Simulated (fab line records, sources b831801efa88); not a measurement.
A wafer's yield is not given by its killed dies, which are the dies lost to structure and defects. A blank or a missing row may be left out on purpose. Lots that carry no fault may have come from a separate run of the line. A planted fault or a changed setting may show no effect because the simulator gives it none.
One fault through the eyes of 2 desks + flow gf180mcu + each desk holds nothing but its own numbers, with what lay behind them at the end

AT THE TOOL OWNER'S DESK: implanter-04
The tool's own readings at GF_MVSD_IMPLANT_08, given as means over the sampled wafers that have a number, one for each lot that went through this tool. The brackets show how far a lot's mean lies from the usual mean; more than 4 standard deviations puts the lot out of limits, marked OUT.
Columns: A = dose_ions_cm2 at GF_MVSD_IMPLANT_08, usual 1.6001e+13; B = faraday_current_uA at GF_MVSD_IMPLANT_08, usual 90.3
| lot  | first seen here | A                            | B               |
|------|-----------------|------------------------------|-----------------|
| L169 | day 5 10:28     | 1.5992e+13                   | 90.7            |
| L172 | day 6 08:52     | 1.6010e+13                   | 91.4            |
| L174 | day 6 16:26     | 1.6014e+13                   | 91.8            |
| L179 | day 7 23:50     | 1.6003e+13                   | 89.8            |
| L183 | day 8 23:25     | 2.1459e+13 (+99 or more) OUT | 122.9 (+19) OUT |
| L185 | day 9 08:28     | 2.1477e+13 (+99 or more) OUT | 123.7 (+20) OUT |
This desk's verdict: out of limits on L183, L185, starting with L183 at day 8 23:25 (dose_ions_cm2 at GF_MVSD_IMPLANT_08). Within limits: L169, L172, L174, L179.

AT THE METROLOGY DESK
Means of the sampled wafers that have a number, per lot and without regard to the tool the lot ran on: this is what the gauges read. The brackets show how far a lot's mean lies from the usual mean; more than 4 standard deviations puts the lot out of limits, marked OUT.
Columns: A = MVSD_TW at GF_MVSD_TW_MEAS_11, usual 1586; B = MVSD_RS at GF_VT_IMPLANT_RS_MEAS_46, usual 456.3 ohm/sq; C = V3_CVD_00_THK at GF_V3_THK_MEAS_01, usual 595 nm
| lot  | first seen here | A              | B               | C   |
|------|-----------------|----------------|-----------------|-----|
| L165 | day 4 09:50     | 1579           | 457.4           | 594 |
| L166 | day 4 17:37     | 1579           | 456.1           | 593 |
| L169 | day 5 10:54     | 1585           | 456.3           | 599 |
| L172 | day 6 09:16     | 1592           | 456.4           | 593 |
| L173 | day 6 14:15     | 1598           | 454.8           | 599 |
| L174 | day 6 16:47     | 1589           | 456.3           | 589 |
| L176 | day 7 02:35     | 1574           | 458.5           | 593 |
| L179 | day 8 00:14     | 1569           | 458.3           | 591 |
| L183 | day 8 23:49     | 1732 (+15) OUT | 393.3 (-48) OUT | -   |
| L184 | day 9 03:21     | 1591           | 455.7           | 599 |
| L185 | day 9 08:52     | 1732 (+15) OUT | 394.2 (-48) OUT | -   |
| L186 | day 9 13:59     | 1591           | 455.7           | 589 |
| L187 | day 9 22:01     | 1572           | 455.1           | 594 |
This desk finds L183, L185 out of limits, with the earliest case on L183 at day 8 23:49 (MVSD_TW at GF_MVSD_TW_MEAS_11). Within limits: L165, L166, L169, L172, L173, L174, L176, L179, L184, L186, L187.

PUT TOGETHER
The tool owner's desk could have raised an alarm at day 8 23:25, on L183, L185.
The metrology desk could have raised an alarm at day 8 23:49, on L183, L185.
Every lot named ran GF_MVSD_IMPLANT_08 on implanter-04.

WHAT HAD BEEN PUT IN BY THE SIMULATOR
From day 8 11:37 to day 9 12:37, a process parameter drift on implanter-04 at GF_MVSD_IMPLANT_08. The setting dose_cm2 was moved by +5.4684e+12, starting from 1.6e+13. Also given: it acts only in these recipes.
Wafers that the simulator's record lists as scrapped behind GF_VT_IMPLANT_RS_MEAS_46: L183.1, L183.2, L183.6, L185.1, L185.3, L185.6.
Struck lots among those shown: L183, L185.
Hours from the fault's start to each desk's first reading out of limits: the tool owner's desk, 12; the metrology desk, 12.
